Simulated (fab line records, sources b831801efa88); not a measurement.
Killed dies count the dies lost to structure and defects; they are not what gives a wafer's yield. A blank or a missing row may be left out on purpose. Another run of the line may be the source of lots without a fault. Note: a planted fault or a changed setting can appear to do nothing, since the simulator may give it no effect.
Which tool is to blame? | flow gf180mcu | 13 lots with 39 wafers sampled at 4 steps, on a route of 602 steps

WHAT EACH GAUGE READ, for each wafer
GF_V2_THK_MEAS_25: measures by xrf.
lot  | measured     | on            | V2_W_THK (nm)
L711 | day 20 17:17 | film metro-02 | 349 345 341
L712 | day 20 22:37 | film metro-02 | 353 351 349
L714 | day 21 06:11 | film metro-01 | 350 349 352
L715 | day 21 23:18 | film metro-01 | 349 344 347
L716 | day 22 05:04 | film metro-02 | 349 350 353
L717 | day 22 17:38 | film metro-02 | 360 363 352
L718 | day 22 22:48 | film metro-02 | 356 356 357
L719 | day 23 14:38 | film metro-01 | 356 345 351
L726 | day 25 22:21 | film metro-04 | 336 341 344
L730 | day 27 08:25 | film metro-01 | 354 355 354
L732 | day 27 10:28 | film metro-02 | 349 346 356
L731 | day 27 12:24 | film metro-04 | 347 347 342
L734 | day 28 07:25 | film metro-02 | 350 349 355

TOOL THAT RAN EACH LOT (tool first, then ch and the chambers of the sampled wafers, then the start)
lot  | GF_M1_SPUTTER_01             | GF_V1_ETCH_17                                 | GF_V2_CVD_23
L711 | pvd sputter-02, day 16 12:07 | rie diel-01 ch 1,2, day 20 17:03 or earlier   | cvd w-01 ch 0,1, day 20 17:03
L712 | pvd sputter-04, day 16 16:29 | rie diel-04 ch 2,3, day 20 22:22 or earlier   | cvd w-02 ch 0, day 20 22:22
L714 | pvd sputter-02, day 17 01:26 | rie diel-04 ch 0,1,3, day 21 05:56 or earlier | cvd w-01 ch 0,1, day 21 05:56
L715 | pvd sputter-02, day 17 17:40 | rie diel-01 ch 0,1,2, day 21 23:04 or earlier | cvd w-01 ch 0,1, day 21 23:04
L716 | pvd sputter-02, day 18 01:00 | rie diel-04 ch 0,1, day 22 04:52 or earlier   | cvd w-02 ch 0,1, day 22 04:52
L717 | pvd sputter-03, day 18 11:52 | rie diel-03 ch 0,1,2, day 22 17:25 or earlier | cvd w-02 ch 0,1, day 22 17:25
L718 | pvd sputter-02, day 18 17:27 | rie diel-04 ch 1,2,3, day 22 22:34 or earlier | cvd w-02 ch 0,1, day 22 22:34
L719 | pvd sputter-03, day 19 10:10 | rie diel-04 ch 1,2,3, day 23 14:24 or earlier | cvd w-02 ch 0,1, day 23 14:24
L726 | pvd sputter-03, day 21 23:12 | rie diel-01 ch 0,3, day 25 22:07 or earlier   | cvd w-02 ch 1, day 25 22:07
L730 | pvd sputter-04, day 23 11:00 | rie diel-03 ch 0,2, day 27 08:10 or earlier   | cvd w-02 ch 0,1, day 27 08:10
L732 | pvd sputter-02, day 23 14:31 | rie diel-04 ch 0,1, day 27 10:14 or earlier   | cvd w-02 ch 1, day 27 10:14
L731 | pvd sputter-04, day 23 16:52 | rie diel-01 ch 0,3, day 27 12:10 or earlier   | cvd w-01 ch 0, day 27 12:10
L734 | pvd sputter-03, day 24 13:12 | rie diel-03 ch 0,3, day 28 07:10 or earlier   | cvd w-02 ch 0,1, day 28 07:10
- GF_M1_SPUTTER_01: material TiN, target thk 30 nm, time 25 s.
- GF_V1_ETCH_17: etches SiO2 in C4F8/O2/Ar, stops on TiN, target depth 630 nm.
- GF_V2_CVD_23: deposits W, target thk 350 nm, time 104.94 s.

AS READ BY THE TOOLS THEMSELVES (means over the sampled wafers that have a number; for cases with no such wafer, the mark the record gives instead)
GF_M1_SPUTTER_01.
lot  | tool           | cathode dc power W (W) | throttle valve pct (%)
L711 | pvd sputter-02 | 6499.7                 | 29.1
L712 | pvd sputter-04 | 6500.1                 | 28.6
L714 | pvd sputter-02 | 6499.3                 | 31.1
L715 | pvd sputter-02 | 6500.1                 | 29.1
L716 | pvd sputter-02 | 6500.0                 | 29.2
L717 | pvd sputter-03 | 6499.9                 | 29.5
L718 | pvd sputter-02 | 6500.1                 | 29.5
L719 | pvd sputter-03 | 6499.6                 | 29.9
L726 | pvd sputter-03 | 7123.1                 | 30.1
L730 | pvd sputter-04 | 6499.1                 | 28.6
L732 | pvd sputter-02 | 6499.1                 | 30.3
L731 | pvd sputter-04 | 6498.9                 | 29.2
L734 | pvd sputter-03 | 6500.0                 | 29.7

GF_V1_ETCH_17.
lot  | tool        | oes product au (a.u.)
L711 | rie diel-01 | 0.857
L712 | rie diel-04 | 0.852
L714 | rie diel-04 | 0.852
L715 | rie diel-01 | 0.854
L716 | rie diel-04 | 0.861
L717 | rie diel-03 | 0.859
L718 | rie diel-04 | 0.853
L719 | rie diel-04 | 0.855
L726 | rie diel-01 | 0.854
L730 | rie diel-03 | 0.853
L732 | rie diel-04 | 0.850
L731 | rie diel-01 | 0.855
L734 | rie diel-03 | 0.853

GF_V2_CVD_23.
lot  | tool     | heater power w (W)
L711 | cvd w-01 | 812
L712 | cvd w-02 | 913
L714 | cvd w-01 | 807
L715 | cvd w-01 | 831
L716 | cvd w-02 | 783
L717 | cvd w-02 | 852
L718 | cvd w-02 | 848
L719 | cvd w-02 | 842
L726 | cvd w-02 | 708
L730 | cvd w-02 | 864
L732 | cvd w-02 | 710
L731 | cvd w-01 | 817
L734 | cvd w-02 | 786

THE ANSWER, worked out from the rows above alone
Rule: usual is defined by the lots themselves. Put in order of their means at a reading, lots are off if they are a third of the lots or fewer, leave a main group of 4 or more, and stand apart from it by a gap of 3 or more times the standard deviation of the main group's means; of several such gaps the widest counts. A main group whose means are all the same, to the digits that the tables above print for the reading, isn't used. A lot without any number at a reading at which 4 lots or more have one is off too. Any other lot the step has rows for is counted as sound. Order of review: gauges by route order, followed by the tools' own readings, for which a lot's mean as printed above is used. The first step at which some lot is off is used, and at that step the reading that is off furthest; a lot without a number counts as furthest.
Off at GF_M1_SPUTTER_01 (cathode dc power W): L726. For the main group the mean is 6499.7 W and the standard deviation 0.43.
A tool fits if, at that step or a process step before it, it ran every lot that is off, and no sound lot after the first of them. Of those tried, none fits.

WHAT WAS PUT IN BY THE SIMULATOR
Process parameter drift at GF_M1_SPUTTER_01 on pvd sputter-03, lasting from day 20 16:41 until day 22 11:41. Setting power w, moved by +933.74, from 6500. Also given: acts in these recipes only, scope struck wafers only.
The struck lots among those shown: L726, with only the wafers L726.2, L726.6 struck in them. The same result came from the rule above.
